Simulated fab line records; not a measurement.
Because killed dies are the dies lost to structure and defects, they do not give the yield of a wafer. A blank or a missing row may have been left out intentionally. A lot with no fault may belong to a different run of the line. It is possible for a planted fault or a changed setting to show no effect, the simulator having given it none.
Lot-split experiment ; flow gf180mcu ; 23 wafers read across 5 lots, on a route 602 steps long

THE SPLIT
At GF_NSD_EXPOSE_04 (exposes mask Nplus, target cd 400 nm), the setting dose_mj was moved away from the recipe's 140 on 12 of the 23 wafers read, by -4.7% to +6.1%. For the rest of the wafers, this setting stayed at what the recipe calls for.

FROM THE SPLIT TO THE READING: what the file shows between them, 2 steps
- GF_NSD_PEB_05
- GF_NSD_DEVELOP_06: develop time 62.17 s

THE READING
Shown in nm: cd_nm at GF_NSD_CD_MEAS_07, with target cd 400 nm. On this fab line, fault-free wafers typically give 400.7 nm with a standard deviation of 2 nm.

wafer;tool, chamber at the split;dose_mj as run;against the recipe;cd_nm, nm;against lot-mates on the recipe
L075.1;iline_stepper-02, 0;140;recipe;401.0;-
L075.2;iline_stepper-02, 0;140;recipe;401.5;-
L075.4;iline_stepper-02, 0;148.6;+6.1%;417.3;+16.1
L075.5;iline_stepper-02, 0;148.6;+6.1%;417.2;+15.9
L075.6;iline_stepper-02, 0;148.6;+6.1%;418.0;+16.8
L078.2;iline_stepper-02, 0;140;recipe;399.8;-
L078.4;iline_stepper-02, 0;140;recipe;399.4;-
L078.6;iline_stepper-02, 0;140;recipe;399.3;-
L077.1;iline_stepper-02, 0;140;recipe;402.2;-
L077.2;iline_stepper-02, 0;134.3;-4.1%;388.1;-14.4
L077.3;iline_stepper-02, 0;140;recipe;402.9;-
L077.4;iline_stepper-02, 0;134.3;-4.1%;389.2;-13.3
L077.6;iline_stepper-02, 0;134.3;-4.1%;388.8;-13.7
L081.2;iline_stepper-01, 0;147.4;+5.3%;418.5;+15.4
L081.3;iline_stepper-01, 0;140;recipe;402.3;-
L081.4;iline_stepper-01, 0;140;recipe;403.9;-
L081.5;iline_stepper-01, 0;147.4;+5.3%;417.7;+14.6
L081.6;iline_stepper-01, 0;147.4;+5.3%;416.5;+13.4
L082.1;iline_stepper-01, 0;140;recipe;401.6;-
L082.2;iline_stepper-01, 0;133.4;-4.7%;387.7;-14.4
L082.3;iline_stepper-01, 0;133.4;-4.7%;388.5;-13.6
L082.5;iline_stepper-01, 0;133.4;-4.7%;392.1;-9.9
L082.6;iline_stepper-01, 0;140;recipe;402.5;-

THE FIT
A straight line over all 23 wafers: cd_nm changes by +2.8 nm for each +1% of dose_mj; r = +0.99; the points scatter about the line by 1.6 nm.
The same after taking each lot's own level away (the mean of its wafers on the recipe; 23 wafers): +2.81 nm for each +1%; r = +0.99; scatter 1.3 nm.
Per that fit: largest dose_mj move, reading shift of 17 nm.
From 399.50 to 403.10 nm: that is the span of the lots' own levels, equal to 1.8 times the standard deviation above.
So the lot-to-lot level changes the slope little: the two slopes agree.
Check: +17 nm against its lot-mates is what the line predicts for one of the wafers moved furthest among these (+6.1%) when that wafer is left out of the fit. Against them it came out at +16.1 nm.

THESE WAFERS: OTHER SPLITS
These wafers also went through other splits before the reading. Each is held against what the fit with the lots' levels taken away leaves over:
other split on the same wafers;wafers away from the commonest value;r with cd_nm (lot level and that fit taken away)
GF_HV_LDD_COAT_14 resist_thk_nm;5;+0.14
GF_HV_LDD_CVD_56 time_s;15;-0.31

THE WHOLE CHAIN: every reading that the file lists as answering this split, in the file's order
step;what it does;reading;change (the file's fit);r (the file's)
GF_NSD_DEVELOP_06;develop time 62.17 s;NSD.cd_nm (the simulator's own value, which no gauge read);+2.8 nm for each +1% of the setting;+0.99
GF_NSD_CD_MEAS_07;target cd 400 nm;cd_nm;+2.8 nm for each +1% of the setting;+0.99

THE FILE'S OWN FIT
cd_nm changes by +2.8 nm for each +1% of dose_mj, r = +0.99.
